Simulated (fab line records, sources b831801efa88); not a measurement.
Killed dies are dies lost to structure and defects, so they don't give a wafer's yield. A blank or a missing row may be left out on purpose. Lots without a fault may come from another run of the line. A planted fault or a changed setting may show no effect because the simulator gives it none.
Problem report in the 8D (eight disciplines) form, filled by code | flow gf180mcu | the parts of the form that need people (team, actions taken, sign-off) are left out

1. THE PROBLEM
heater_power_total_W at GF_M5_PEB_05 reads a mean of 88.32 W on 6 wafers of 2 lots; wafers without a fault read 85.70 W with a standard deviation of 0.081. That is +32 standard deviations from the usual mean.
The step: peb time 90 s.
First seen on wafer L142.3, day 29 03:37, on litho_track-02. The record holds 39 wafers of 13 lots with a number at this step. Rule for "out", or "out of limits": more than 4 standard deviations from the usual mean. The other wafers with a number count as sound.

2. WHAT IT IS AND WHAT IT IS NOT
question                    | is                     | is not
which readings at this step | heater_power_total_W   | -
which lots                  | L142, L144             | L133, L134, L135, L136, L143, L145, L148, L150, L154, L155, L156
which wafers of those lots  | all that have a number | -
read on which tools         | litho_track-02         | litho_track-01, litho_track-03
when                        | from day 29 03:37      | up to then (12 sound wafers); but 21 sound wafers of L143, L145, L148, L150, L154, L155, L156 came after

3. SUSPECTS, AND WHAT RULES EACH OUT
Counting: a tool at a process step up to the reading stays a suspect if it ran every lot that is out and no sound lot after the first of them.
- pvd_sputter-02 at GF_V4_SPUTTER_22 (material TiN, target thk 10 nm, time 40 s): ruled out as a lasting fault. Sound lots L143, L155 ran on it after its first lot that is out, L142 (day 27 11:07).
- plasma_asher-04 at GF_MIM_STRIP_20 (strips in O2/N2): ruled out as a lasting fault. Sound lots L145 ran on it after its first lot that is out, L142 (day 28 08:15).
- litho_track-02 at GF_M5_PEB_05 (peb time 90 s): ruled out as a lasting fault. Sound lots L154, L156 ran on it after its first lot that is out, L142 (day 29 03:37).
Left after counting: nothing in the record.

4. THE CAUSE (what the simulator had put in)
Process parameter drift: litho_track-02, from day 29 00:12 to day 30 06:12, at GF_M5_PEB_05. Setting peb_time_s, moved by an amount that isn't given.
Counting ruled it out, wrongly.

5. THE CHAIN OF EFFECTS, in route order
Each row: a reading whose mean over the struck wafers that have a number lies more than 3 standard deviations from the usual. Only readings for which the record gives a usual standard deviation are gone through. hours: the time from each lot's start at the first step in this table that gives one to its start at this step, as a median over the lots. sigmas: the change in usual standard deviations.
hours | step         | reading              | usual   | on struck wafers | change | sigmas
0     | GF_M5_PEB_05 | heater_power_total_W | 85.70 W | 88.32            | +2.62  | +32
The process steps in it:
- GF_M5_PEB_05: peb time 90 s.

6. WHAT WOULD HAVE CAUGHT IT SOONER
In this record the first reading out of limits was taken at day 29 03:37, 3 hours after the fault began at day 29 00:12.
